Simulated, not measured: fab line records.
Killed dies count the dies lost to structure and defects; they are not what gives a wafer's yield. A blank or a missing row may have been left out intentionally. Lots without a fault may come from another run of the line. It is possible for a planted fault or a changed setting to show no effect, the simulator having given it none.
The tool behind it: which one? ; flow sky130 ; 11 lots, 33 wafers sampled, at 3 steps of a route of 708

== WHAT THE GAUGES READ, wafer by wafer ==
SKY_VIA3_RS_MEAS_22: measurement is done with a four-point probe.
lot;measured;on;VIA3_W_RS (ohm/sq)
L661;day 40 10:08;film metro-03;0.299 0.301 0.300
L665;day 41 06:48;film metro-02;0.297 0.296 0.291
L666;day 41 08:32;film metro-02;0.293 0.303 0.300
L667;day 41 20:00;film metro-03;0.297 0.293 0.293
L668;day 41 21:52;film metro-03;0.298 0.291 0.298
L673;day 43 07:19;film metro-02;0.301 0.294 0.297
L677;day 44 15:30;film metro-03;0.409 0.424 0.412 0.408 0.424 0.412
L678;day 44 19:48;film metro-03;0.301 0.296 0.296
L680;day 44 23:46;film metro-03;0.423 0.416 0.417 0.423 0.416 0.417
L682;day 45 20:18;film metro-03;0.293 0.296 0.298
L683;day 46 03:19;film metro-02;0.429 0.409 0.414 0.431 0.409 0.416

== TOOL THAT RAN EACH LOT (tool first, then ch and the chambers of the sampled wafers, then the start) ==
lot;SKY_VIA3_STRIP_16;SKY_VIA3_CVD_21
L661;plasma asher-01 ch 0,1, day 40 09:20;cvd w-02 ch 0,1, day 40 09:59
L665;plasma asher-03 ch 0,1, day 41 06:02;cvd w-02 ch 0,1, day 41 06:41
L666;plasma asher-01 ch 0,1, day 41 07:44;cvd w-01 ch 0,1, day 41 08:23
L667;plasma asher-02 ch 0,1, day 41 19:11;cvd w-02 ch 0,1, day 41 19:53
L668;plasma asher-01 ch 0,1, day 41 21:01;cvd w-01 ch 0,1, day 41 21:43
L673;plasma asher-03 ch 0,1, day 43 06:32;cvd w-01 ch 0,1, day 43 07:11
L677;plasma asher-02 ch 0,1, day 44 14:44;cvd w-02 ch 0,1, day 44 15:23
L678;plasma asher-03 ch 0,1, day 44 19:02;cvd w-01 ch 0,1, day 44 19:41
L680;plasma asher-03 ch 0,1, day 44 22:59;cvd w-02 ch 0,1, day 44 23:38
L682;plasma asher-01 ch 0,1, day 45 19:29;cvd w-01 ch 0,1, day 45 20:11
L683;plasma asher-03 ch 0,1, day 46 02:32;cvd w-02 ch 0,1, day 46 03:11
- SKY_VIA3_STRIP_16: strips in O2/N2.
- SKY_VIA3_CVD_21: deposits W, target thk 390 nm, time 117.31 s.

== THE ANSWER, worked out from the rows above alone ==
Rule: the lots themselves supply what counts as usual. Put in order of their means at a reading, lots are off if they are a third of the lots or fewer, leave a main group of 4 or more, and stand apart from it by a gap of 3 or more times the standard deviation of the main group's means; of several such gaps the widest counts. The tables above print the reading to a certain number of digits; a main group whose means all agree to those digits is not used. Also off: a lot with no number at a reading for which 4 or more lots have one. Where the step has rows for the other lots, those lots are counted as sound.
Off: L677, L680, L683, at SKY_VIA3_RS_MEAS_22 (VIA3_W_RS). The main group: mean 0.297 ohm/sq, standard deviation 0.0019.
A tool fits if, at a process step before that reading, it ran every lot that is off, and no sound lot after the first of them. Those tools and the gauges at SKY_VIA3_RS_MEAS_22 are tried in the same way. One fits: cvd w-02 at SKY_VIA3_CVD_21. Its last sound lot is L667 (day 41 19:53), its first lot that is off L677 (day 44 15:23): a fault that began between those two fits.

== WHAT THE SIMULATOR HAD PUT IN ==
Site profile drift: cvd w-02, from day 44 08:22 on, at SKY_VIA3_CVD_21. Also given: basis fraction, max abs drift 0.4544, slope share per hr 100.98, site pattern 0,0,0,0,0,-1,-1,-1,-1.
Struck lots among those shown: L677, L680, L683. The same result came from the rule above.
